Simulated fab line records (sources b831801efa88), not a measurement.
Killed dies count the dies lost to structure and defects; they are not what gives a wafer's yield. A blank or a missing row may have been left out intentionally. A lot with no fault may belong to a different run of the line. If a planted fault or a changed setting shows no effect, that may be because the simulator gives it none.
Chamber matching -- flow sky130 -- cmp-01 running SKY_VIA2_CMP_02: 4 sister chambers
The step polishes SiO2. 4 wafers are shown with their chamber, then 8 later ones without.

== WAFERS WITH THEIR CHAMBER ==
wafer,chamber,motor_current_A (A)
L194.1,2,10.6
L196.5,0,10.8
L206.6,3,12.5
L207.2,1,13.7

== WAFERS MISSING THEIR CHAMBER ==
wafer,motor_current_A (A)
L207.3,10.8
L207.5,11.2
L214.2,12.2
L214.5,11.7
L214.6,13.4
L215.1,11.5
L215.2,12.3
L215.6,11.2

== WHICH CHAMBER EACH WENT THROUGH ==
wafer,from the rows above,in truth
L207.3,can't be placed: 0 or 2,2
L207.5,can't be placed: 0 or 2 or 3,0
L214.2,3,3
L214.5,can't be placed: 3 or 0 or 2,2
L214.6,can't be placed: 1 or 3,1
L215.1,can't be placed: 0 or 2 or 3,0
L215.2,3,3
L215.6,can't be placed: 0 or 2 or 3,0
Placed correctly: 2 of 8. Not placeable from these rows: 6 (in 6, the candidates include the true chamber). Wrongly placed: 0.
How it was worked out, from the rows above alone: a wafer's distance from a chamber is the root of the sum, over the readings, of the square of ((its reading less the chamber's mean) divided by the reading's scatter). If the next closest chamber is less than 2 further off than the closest, the wafer can't be placed; otherwise it belongs to the closest. The mean given for a chamber averages the wafers shown for that chamber. The scatter: root of mean squared gap, hidden wafer to nearest shown wafer, with one shown wafer a chamber.
